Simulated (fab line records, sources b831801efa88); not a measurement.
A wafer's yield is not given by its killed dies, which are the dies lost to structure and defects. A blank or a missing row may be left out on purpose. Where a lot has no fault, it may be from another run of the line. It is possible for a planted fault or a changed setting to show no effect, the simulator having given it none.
Which tool was responsible? -- flow gf180mcu -- route of 602 steps, sampled at 1 step: 6 lots, 18 wafers

## WHAT THE GAUGES SHOWED, per wafer
GF_TOP_METAL_OVL_MEAS_15.
lot,measured,on,TOP_METAL_OVL (nm)
L944,day 28 20:28,overlay-02,0.2 1.1 2.0
L946,day 29 15:44,overlay-01,0.6 0.3 1.2
L950,day 30 16:46,overlay-02,0.8 -0.9 -0.1
L954,day 31 19:22,overlay-02,1.9 1.9 1.1
L963,day 33 18:43,overlay-02,0.0 0.9 0.3
L965,day 34 06:26,overlay-02,-1.3 1.7 0.6

## TOOL THAT RAN EACH LOT (tool first, then ch and the chambers of the sampled wafers, then the start)
There is no process step in the record ahead of these readings.

## THE ANSWER, worked out from the rows above alone
Rule: usual is defined by the lots themselves. The widest of any qualifying gaps counts: lots, ordered by their means at a reading, are off when they make up no more than a third of the lots, leave a main group of 4 or more, and stand apart from it by 3 or more times the standard deviation of that group's means. The tables above print the reading to a certain number of digits; a main group whose means all agree to those digits is not used. A lot without any number at a reading at which 4 lots or more have one is off too. Any other lot the step has rows for is counted as sound.
No lot is off at any reading shown: from this, nothing can be told.

## WHAT THE SIMULATOR HAD PUT IN
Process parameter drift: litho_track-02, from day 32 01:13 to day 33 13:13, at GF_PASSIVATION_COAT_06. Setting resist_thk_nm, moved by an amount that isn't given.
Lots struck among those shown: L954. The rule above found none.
